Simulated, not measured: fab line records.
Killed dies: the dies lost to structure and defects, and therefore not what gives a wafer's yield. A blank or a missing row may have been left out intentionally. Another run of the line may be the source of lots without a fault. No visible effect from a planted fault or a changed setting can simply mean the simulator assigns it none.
What tool caused it? / flow gf180mcu / 14 lots with 42 wafers sampled at 3 steps, on a route of 602 steps

## WHAT EACH GAUGE READ, for each wafer
GF_PSD_CD_MEAS_07 targets a cd of 400 nm. Usual: cdNm at 400 nm, with a standard deviation of 3.1.
lot=L827; measured=day 14 13:41; on=cdSem-02; cdNm (nm)=398 397 396; flag=
lot=L828; measured=day 14 15:46; on=cdSem-02; cdNm (nm)=403 403 402; flag=
lot=L829; measured=day 15 00:50; on=cdSem-01; cdNm (nm)=401 399 399; flag=
lot=L836; measured=day 17 18:53; on=cdSem-02; cdNm (nm)=402 404 403; flag=
lot=L837; measured=day 18 03:22; on=cdSem-01; cdNm (nm)=402 405 404; flag=
lot=L838; measured=day 18 13:49; on=cdSem-02; cdNm (nm)=397 396 398; flag=
lot=L840; measured=day 18 20:34; on=cdSem-02; cdNm (nm)=404 402 404; flag=
lot=L841; measured=day 19 14:48; on=cdSem-01; cdNm (nm)=399 400 397; flag=
lot=L844; measured=day 20 05:23; on=cdSem-01; cdNm (nm)=401 401 398; flag=
lot=L846; measured=day 20 13:29; on=cdSem-01; cdNm (nm)=397 399 396; flag=
lot=L847; measured=day 21 01:11; on=cdSem-02; cdNm (nm)=399 400 399; flag=
lot=L848; measured=day 21 12:32; on=cdSem-02; cdNm (nm)=403 403 403; flag=
lot=L849; measured=day 21 17:16; on=cdSem-02; cdNm (nm)=400 398 398; flag=
lot=L850; measured=day 22 01:55; on=cdSem-02; cdNm (nm)=403 404 403; flag=

## WHAT TOOL EACH LOT RAN ON (gives the tool, then ch and the chambers of the sampled wafers, and finally the start)
lot=L827; GF_LVPWELL_IMPLANT_09=implanter-04 ch 0, day 4 02:29; GF_VT_IMPLANT_STRIP_31=plasmaAsher-02 ch 0,1, day 7 05:50
lot=L828; GF_LVPWELL_IMPLANT_09=implanter-01 ch 0, day 4 06:01; GF_VT_IMPLANT_STRIP_31=plasmaAsher-03 ch 0,1, day 7 08:14
lot=L829; GF_LVPWELL_IMPLANT_09=implanter-01 ch 0, day 4 07:11; GF_VT_IMPLANT_STRIP_31=plasmaAsher-03 ch 0,1, day 7 09:33
lot=L836; GF_LVPWELL_IMPLANT_09=implanter-04 ch 0, day 6 04:26; GF_VT_IMPLANT_STRIP_31=plasmaAsher-04 ch 0,1, day 9 14:20
lot=L837; GF_LVPWELL_IMPLANT_09=implanter-04 ch 0, day 6 10:17; GF_VT_IMPLANT_STRIP_31=plasmaAsher-04 ch 0,1, day 9 19:57
lot=L838; GF_LVPWELL_IMPLANT_09=implanter-01 ch 0, day 6 14:47; GF_VT_IMPLANT_STRIP_31=plasmaAsher-02 ch 0,1, day 10 00:15
lot=L840; GF_LVPWELL_IMPLANT_09=implanter-01 ch 0, day 7 01:11; GF_VT_IMPLANT_STRIP_31=plasmaAsher-02 ch 0,1, day 10 13:59
lot=L841; GF_LVPWELL_IMPLANT_09=implanter-02 ch 0, day 7 09:38; GF_VT_IMPLANT_STRIP_31=plasmaAsher-02 ch 0,1, day 10 23:23
lot=L844; GF_LVPWELL_IMPLANT_09=implanter-02 ch 0, day 8 00:20; GF_VT_IMPLANT_STRIP_31=plasmaAsher-03 ch 0,1, day 11 14:32
lot=L846; GF_LVPWELL_IMPLANT_09=implanter-02 ch 0, day 8 07:19; GF_VT_IMPLANT_STRIP_31=plasmaAsher-04 ch 0,1, day 11 23:21
lot=L847; GF_LVPWELL_IMPLANT_09=implanter-02 ch 0, day 8 13:18; GF_VT_IMPLANT_STRIP_31=plasmaAsher-03 ch 0,1, day 12 05:47
lot=L848; GF_LVPWELL_IMPLANT_09=implanter-02 ch 0, day 8 19:59; GF_VT_IMPLANT_STRIP_31=plasmaAsher-03 ch 0,1, day 12 14:33
lot=L849; GF_LVPWELL_IMPLANT_09=implanter-01 ch 0, day 9 01:23; GF_VT_IMPLANT_STRIP_31=plasmaAsher-02 ch 0,1, day 12 20:02
lot=L850; GF_LVPWELL_IMPLANT_09=implanter-04 ch 0, day 9 04:34; GF_VT_IMPLANT_STRIP_31=plasmaAsher-03 ch 0,1, day 13 00:13
- GF_LVPWELL_IMPLANT_09
- GF_VT_IMPLANT_STRIP_31: strips in O2/N2.

## AS READ BY THE TOOLS THEMSELVES (means over the sampled wafers that have a number; for cases with no such wafer, the mark the record gives instead)
GF_LVPWELL_IMPLANT_09. Usual: beamEnergyKeV at 59.997, with a standard deviation of 0.016.
lot=L827 tool=implanter-04 beamEnergyKeV=59.990 flag=
lot=L828 tool=implanter-01 beamEnergyKeV=60.002 flag=
lot=L829 tool=implanter-01 beamEnergyKeV=60.033 flag=
lot=L836 tool=implanter-04 beamEnergyKeV=55.197 flag=OFF
lot=L837 tool=implanter-04 beamEnergyKeV=55.180 flag=OFF
lot=L838 tool=implanter-01 beamEnergyKeV=59.988 flag=
lot=L840 tool=implanter-01 beamEnergyKeV=59.994 flag=
lot=L841 tool=implanter-02 beamEnergyKeV=60.004 flag=
lot=L844 tool=implanter-02 beamEnergyKeV=60.006 flag=
lot=L846 tool=implanter-02 beamEnergyKeV=59.985 flag=
lot=L847 tool=implanter-02 beamEnergyKeV=59.979 flag=
lot=L848 tool=implanter-02 beamEnergyKeV=60.003 flag=
lot=L849 tool=implanter-01 beamEnergyKeV=60.011 flag=
lot=L850 tool=implanter-04 beamEnergyKeV=59.996 flag=

GF_VT_IMPLANT_STRIP_31. Usual: drypumpMotorCurrentA 5.8 A, standard deviation 0.45; heaterPowerW 306 W, standard deviation 47; n2FlowSccm 299.9 sccm, standard deviation 0.91; oesProductAu 0.716 a.u., standard deviation 0.0046; stripTimeToEndpointS 12.63 s, standard deviation 0.034.
lot=L827; tool=plasmaAsher-02; drypumpMotorCurrentA (A)=5.8; heaterPowerW (W)=359; n2FlowSccm (sccm)=299.2; oesProductAu (a.u.)=0.716; stripTimeToEndpointS (s)=12.63; flag=
lot=L828; tool=plasmaAsher-03; drypumpMotorCurrentA (A)=6.0; heaterPowerW (W)=252; n2FlowSccm (sccm)=299.1; oesProductAu (a.u.)=0.715; stripTimeToEndpointS (s)=12.64; flag=
lot=L829; tool=plasmaAsher-03; drypumpMotorCurrentA (A)=6.0; heaterPowerW (W)=253; n2FlowSccm (sccm)=299.8; oesProductAu (a.u.)=0.720; stripTimeToEndpointS (s)=12.63; flag=
lot=L836; tool=plasmaAsher-04; drypumpMotorCurrentA (A)=5.8; heaterPowerW (W)=321; n2FlowSccm (sccm)=300.1; oesProductAu (a.u.)=0.716; stripTimeToEndpointS (s)=12.72; flag=
lot=L837; tool=plasmaAsher-04; drypumpMotorCurrentA (A)=5.6; heaterPowerW (W)=341; n2FlowSccm (sccm)=300.3; oesProductAu (a.u.)=0.715; stripTimeToEndpointS (s)=12.61; flag=
lot=L838; tool=plasmaAsher-02; drypumpMotorCurrentA (A)=5.9; heaterPowerW (W)=359; n2FlowSccm (sccm)=300.0; oesProductAu (a.u.)=0.716; stripTimeToEndpointS (s)=12.61; flag=
lot=L840; tool=plasmaAsher-02; drypumpMotorCurrentA (A)=5.8; heaterPowerW (W)=352; n2FlowSccm (sccm)=299.1; oesProductAu (a.u.)=0.716; stripTimeToEndpointS (s)=12.65; flag=
lot=L841; tool=plasmaAsher-02; drypumpMotorCurrentA (A)=5.8; heaterPowerW (W)=348; n2FlowSccm (sccm)=299.5; oesProductAu (a.u.)=0.714; stripTimeToEndpointS (s)=12.62; flag=
lot=L844; tool=plasmaAsher-03; drypumpMotorCurrentA (A)=6.0; heaterPowerW (W)=255; n2FlowSccm (sccm)=299.7; oesProductAu (a.u.)=0.715; stripTimeToEndpointS (s)=12.64; flag=
lot=L846; tool=plasmaAsher-04; drypumpMotorCurrentA (A)=5.6; heaterPowerW (W)=340; n2FlowSccm (sccm)=299.1; oesProductAu (a.u.)=0.713; stripTimeToEndpointS (s)=12.67; flag=
lot=L847; tool=plasmaAsher-03; drypumpMotorCurrentA (A)=6.0; heaterPowerW (W)=254; n2FlowSccm (sccm)=301.4; oesProductAu (a.u.)=0.714; stripTimeToEndpointS (s)=12.63; flag=
lot=L848; tool=plasmaAsher-03; drypumpMotorCurrentA (A)=6.0; heaterPowerW (W)=250; n2FlowSccm (sccm)=299.1; oesProductAu (a.u.)=0.718; stripTimeToEndpointS (s)=12.64; flag=
lot=L849; tool=plasmaAsher-02; drypumpMotorCurrentA (A)=5.8; heaterPowerW (W)=354; n2FlowSccm (sccm)=299.5; oesProductAu (a.u.)=0.716; stripTimeToEndpointS (s)=12.57; flag=
lot=L850; tool=plasmaAsher-03; drypumpMotorCurrentA (A)=5.7; heaterPowerW (W)=271; n2FlowSccm (sccm)=299.9; oesProductAu (a.u.)=0.713; stripTimeToEndpointS (s)=12.63; flag=

## THE ANSWER, worked out from the rows above alone
Rule: a lot counts as off when the mean over its wafers that have a number is more than 3 standard deviations away from the usual mean. A lot without any number at a reading at which 4 lots or more have one is off too. The other lots that the step has rows for count as sound. After the gauges, taken in route order, come the tools' own readings; for these a lot's mean is taken, as printed above. The first step at which some lot is off is used, and at that step the reading that is off furthest; a lot without a number counts as furthest.
Off: L836, L837, at GF_LVPWELL_IMPLANT_09 (beamEnergyKeV).
If a tool, at that step or one of the process steps before it, ran each lot that is off and ran no sound lot following the first of them, it fits. Not one of the candidates tried fits.

## WHAT THE SIMULATOR HAD INSERTED
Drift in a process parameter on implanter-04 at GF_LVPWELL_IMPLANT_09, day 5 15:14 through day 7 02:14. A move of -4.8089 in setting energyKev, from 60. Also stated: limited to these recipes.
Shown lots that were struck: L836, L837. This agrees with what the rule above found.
